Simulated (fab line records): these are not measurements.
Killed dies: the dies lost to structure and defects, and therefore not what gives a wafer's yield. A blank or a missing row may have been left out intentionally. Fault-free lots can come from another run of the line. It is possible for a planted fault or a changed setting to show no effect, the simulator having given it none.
The tool behind it: which one?    flow gf180mcu    18 wafers from 6 lots sampled at 3 of the route's 602 steps

== WHAT EACH GAUGE READ, for each wafer ==
GF_V2_THK_MEAS_03.
lot   measured      on             V2_CVD_02_THK (nm)
L515  day 20 16:38  film-metro-04  818 857 868
L517  day 21 13:45  film-metro-04  831 853 847
L520  day 22 15:04  film-metro-02  836 842 846
L526  day 24 17:41  film-metro-04  1247 1246 1257
L528  day 25 09:24  film-metro-02  1267 1252 1264
L534  day 27 02:15  film-metro-01  856 849 835

== EACH LOT AND THE TOOL THAT RAN IT (in order: tool; ch and the chambers of the sampled wafers; start) ==
lot   GF_M2_SPUTTER_03              GF_V2_CVD_02
L515  pvd-sputter-03, day 19 15:13  pecvd-04 ch 0,1, day 20 16:34
L517  pvd-sputter-02, day 20 12:47  pecvd-04 ch 0,1, day 21 13:41
L520  pvd-sputter-01, day 21 14:02  pecvd-03 ch 0,1, day 22 15:00
L526  pvd-sputter-02, day 23 18:58  pecvd-04 ch 1,2, day 24 17:37
L528  pvd-sputter-02, day 24 10:16  pecvd-04 ch 0,1,2, day 25 09:20
L534  pvd-sputter-03, day 26 04:58  pecvd-02 ch 0,1,2, day 27 02:10
- GF_M2_SPUTTER_03: material Ti, target thk 10 nm, time 6.7 s.
- GF_V2_CVD_02: deposits SiO2 from TEOS, target thk 850 nm, time 94.851 s.

== THE ANSWER, worked out from the rows above alone ==
Rule: usual is defined by the lots themselves. Put in order of their means at a reading, lots are off if they are a third of the lots or fewer, leave a main group of 4 or more, and stand apart from it by a gap of 3 or more times the standard deviation of the main group's means; of several such gaps the widest counts. If all means in a main group match to the digits the tables above print for the reading, that group is not used. Also off: a lot with no number at a reading for which 4 or more lots have one. Where the step has rows for the other lots, those lots are counted as sound.
Off: at GF_V2_THK_MEAS_03 (V2_CVD_02_THK), L526, L528. Main group: mean 845 nm, sd 2.5.
A tool fits if, at a process step before that reading, it ran every lot that is off, and no sound lot after the first of them. Those tools and the gauges at GF_V2_THK_MEAS_03 are tried in the same way. This does not decide it: 2 tools fit, namely pvd-sputter-02 at GF_M2_SPUTTER_03 and pecvd-04 at GF_V2_CVD_02.

== WHAT THE SIMULATOR HAD INSERTED ==
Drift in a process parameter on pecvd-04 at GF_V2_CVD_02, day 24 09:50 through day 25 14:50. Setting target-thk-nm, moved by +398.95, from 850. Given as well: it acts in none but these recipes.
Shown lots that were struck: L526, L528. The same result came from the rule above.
